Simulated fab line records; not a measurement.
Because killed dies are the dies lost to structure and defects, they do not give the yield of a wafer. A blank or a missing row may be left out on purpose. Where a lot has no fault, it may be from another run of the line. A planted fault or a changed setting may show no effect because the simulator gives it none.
Which tool was responsible? ; flow sky130 ; 11 lots with 33 wafers sampled at 5 steps, on a route of 708 steps

WHAT THE GAUGES SHOWED, per wafer
SKY_LDD_N_TW_MEAS_17.
lot;measured;on;LDD_N_TW
L911;day 18 04:10;film_metro-03;2590 2580 2582
L913;day 18 23:45;film_metro-02;2585 2573 2586
L914;day 19 03:32;film_metro-03;2584 2595 2594
L917;day 20 12:18;film_metro-02;2599 2591 2595
L918;day 21 07:04;film_metro-02;2593 2598 2594
L921;day 22 13:35;film_metro-01;2586 2582 2568
L923;day 22 21:19;film_metro-02;2605 2609 2607
L924;day 23 03:14;film_metro-02;2602 2605 2597
L925;day 23 15:35;film_metro-03;2690 2689 2691
L929;day 25 01:34;film_metro-01;2673 2692 2689
L933;day 26 03:14;film_metro-03;2585 2578 2582

WHICH TOOL RAN EACH LOT (tool, then ch and the chambers of the sampled wafers, then the start)
lot;SKY_GATE_OXIDE_STRIP_13;SKY_POLY_GATE_ETCH_16;SKY_LDD_N_IMPLANT_09;SKY_LDD_N_STRIP_16
L911;plasma_asher-01 ch 0,1, day 14 01:31;rie_diel-02 ch 0,1,2, day 16 19:22;implanter-04 ch 0, day 18 03:01;plasma_asher-04 ch 0,1, day 18 04:04
L913;plasma_asher-01 ch 0,1, day 14 21:37;rie_diel-02 ch 0,1,2, day 17 12:40;implanter-03 ch 0, day 18 22:37;plasma_asher-04 ch 0,1, day 18 23:38
L914;plasma_asher-04 ch 0,1, day 15 03:46;rie_diel-02 ch 1,2,3, day 17 17:50;implanter-03 ch 0, day 19 02:23;plasma_asher-04 ch 0,1, day 19 03:26
L917;plasma_asher-01 ch 0,1, day 16 03:40;rie_diel-01 ch 0,1,3, day 18 23:58;implanter-03 ch 0, day 20 11:11;plasma_asher-04 ch 0,1, day 20 12:13
L918;plasma_asher-04 ch 0,1, day 17 00:14;rie_diel-02 ch 1,2,3, day 19 20:13;implanter-02 ch 0, day 21 05:56;plasma_asher-03 ch 0,1, day 21 06:58
L921;plasma_asher-01 ch 0,1, day 18 07:59;rie_diel-01 ch 0,2,3, day 21 03:10;implanter-03 ch 0, day 22 12:26;plasma_asher-04 ch 0,1, day 22 13:29
L923;plasma_asher-03 ch 0,1, day 18 13:43;rie_diel-01 ch 0,2,3, day 21 10:38;implanter-03 ch 0, day 22 20:10;plasma_asher-02 ch 0,1, day 22 21:13
L924;plasma_asher-03 ch 0,1, day 18 19:45;rie_diel-01 ch 0,2,3, day 21 17:10;implanter-02 ch 0, day 23 02:07;plasma_asher-02 ch 0,1, day 23 03:07
L925;plasma_asher-01 ch 0,1, day 19 09:13;rie_diel-02 ch 0,2,3, day 22 04:55;implanter-03 ch 0, day 23 14:01;plasma_asher-04 ch 0,1, day 23 15:30
L929;plasma_asher-04 ch 0,1, day 20 13:17;rie_diel-01 ch 1,2, day 23 10:40;implanter-04 ch 0, day 25 00:03;plasma_asher-03 ch 0,1, day 25 01:24
L933;plasma_asher-01 ch 0,1, day 21 23:22;rie_diel-03 ch 2,3, day 24 17:20;implanter-03 ch 0, day 26 02:07;plasma_asher-04 ch 0,1, day 26 03:08
- SKY_GATE_OXIDE_STRIP_13: strips in O2/N2.
- SKY_POLY_GATE_ETCH_16: etches Si3N4 in CH3F/O2, stops on poly-Si, time 147.5 s, target depth 75 nm.
- SKY_LDD_N_IMPLANT_09
- SKY_LDD_N_STRIP_16: strips in O2/N2.

THE ANSWER, worked out from the rows above alone
Rule: the usual values come from the lots themselves. The widest of any qualifying gaps counts: lots, ordered by their means at a reading, are off when they make up no more than a third of the lots, leave a main group of 4 or more, and stand apart from it by 3 or more times the standard deviation of that group's means. The tables above print the reading to a certain number of digits; a main group whose means all agree to those digits is not used. Also off: a lot with no number at a reading for which 4 or more lots have one. Any other lot the step has rows for is counted as sound.
Off: L925, L929, at SKY_LDD_N_TW_MEAS_17 (LDD_N_TW). The main group has a mean of 2591 with a standard deviation of 9.3.
A tool fits if, at a process step before that reading, it ran every lot that is off, and no sound lot after the first of them. Those tools and the gauges at SKY_LDD_N_TW_MEAS_17 are tried in the same way. Of those tried, none fits.

WHAT THE SIMULATOR HAD PUT IN
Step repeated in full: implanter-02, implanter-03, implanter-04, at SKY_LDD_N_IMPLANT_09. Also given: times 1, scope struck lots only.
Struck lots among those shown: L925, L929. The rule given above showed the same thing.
